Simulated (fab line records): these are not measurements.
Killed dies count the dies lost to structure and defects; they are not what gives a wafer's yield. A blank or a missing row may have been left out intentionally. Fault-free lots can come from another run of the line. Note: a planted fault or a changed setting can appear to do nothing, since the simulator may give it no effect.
Problem report in the 8D (eight disciplines) form, filled by code -- flow gf180mcu -- the parts of the form that need people (team, actions taken, sign-off) are left out

## 1. WHAT IS WRONG
DNWELL_TW at GF_DNWELL_TW_MEAS_09 reads a mean of 1244 on 6 wafers of 2 lots; wafers without a fault read 1342 with a standard deviation of 13. Measured from the usual mean, that is -7.5 standard deviations.
First observed at day 4 07:20: wafer L544.1, on filmMetro-01. Wafers with a number at this step in the record: 38, from 13 lots. Rule for "out", or "out of limits": more than 4 standard deviations from the usual mean. Any other wafer with a number is counted as sound.

## 2. WHAT THIS IS AND IS NOT
question,is,is not
which readings at this step,DNWELL_TW,-
which lots,"L544, L547","L537, L538, L543, L549, L550, L551, L553, L554, L558, L559, L560"
which wafers of those lots,all that have a number,-
read on which gauges,filmMetro-01,"filmMetro-02, filmMetro-03"
when,from day 4 07:20,"up to then (9 sound wafers); but 23 sound wafers of L549, L550, L551, L553, L554, L558, L559, L560 came after"

## 3. SUSPECTS, AND WHAT RULES EACH OUT
Counting: any tool at a process step up to the reading is kept as a suspect provided that every lot that is out went through it and no sound lot did after the first of them.
- the gauge at GF_DNWELL_TW_MEAS_09 is ruled out. All the wafers that are out were read on filmMetro-01, but those of them that GF_DNWELL_IMPLANT_07 has rows for are out there too, on other tools.
- implanter-01 at GF_DNWELL_IMPLANT_07: kept. It processed each lot that is out, first L544 at day 4 07:05, and no sound lot thereafter; up to then, the last sound lot it processed was L543 at day 4 01:08. Out on those wafers are its own readings of doseIonsCm2, faradayCurrentUA.
Remaining after the count: implanter-01 at GF_DNWELL_IMPLANT_07.

## 4. THE CAUSE (what the simulator had put in)
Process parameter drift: implanter-01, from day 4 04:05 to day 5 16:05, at GF_DNWELL_IMPLANT_07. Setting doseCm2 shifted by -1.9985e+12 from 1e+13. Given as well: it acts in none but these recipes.
After counting, this tool was the only one left.

## 5. THE EFFECT CHAIN, in route order
Rows list readings where the struck wafers' mean (over those with a number) sits beyond 3 standard deviations from the usual. Only readings whose record carries a usual standard deviation are examined. hours: median over the lots of the time between each lot's start at the first step of this table that gives one and its start at this step. sigmas: the change, counted in usual standard deviations.
hours,step,reading,usual,on struck wafers,change,sigmas
0,GF_DNWELL_IMPLANT_07,doseIonsCm2,9.999e+12,7.998e+12,-2.001e+12,-99 or more
0,GF_DNWELL_IMPLANT_07,faradayCurrentUA,56.3,45.1,-11.2,-11
0,GF_DNWELL_TW_MEAS_09,DNWELL_TW,1342,1244,-98,-7.5
Its process steps:
- GF_DNWELL_IMPLANT_07

## 6. HOW IT WOULD HAVE BEEN CAUGHT EARLIER
In this record the first reading out of limits at a measuring or inspecting step was taken at day 4 07:20, 3 hours after the fault began at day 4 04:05.
Tool's own readings at GF_DNWELL_IMPLANT_07, doseIonsCm2, faradayCurrentUA: out on all struck wafers the step has rows for; an alarm limit on them would have tripped on the first.
Lots out: 2; of these, L547 started GF_DNWELL_IMPLANT_07 on implanter-01 after day 4 07:20. Holding the tool at that time would have saved it.
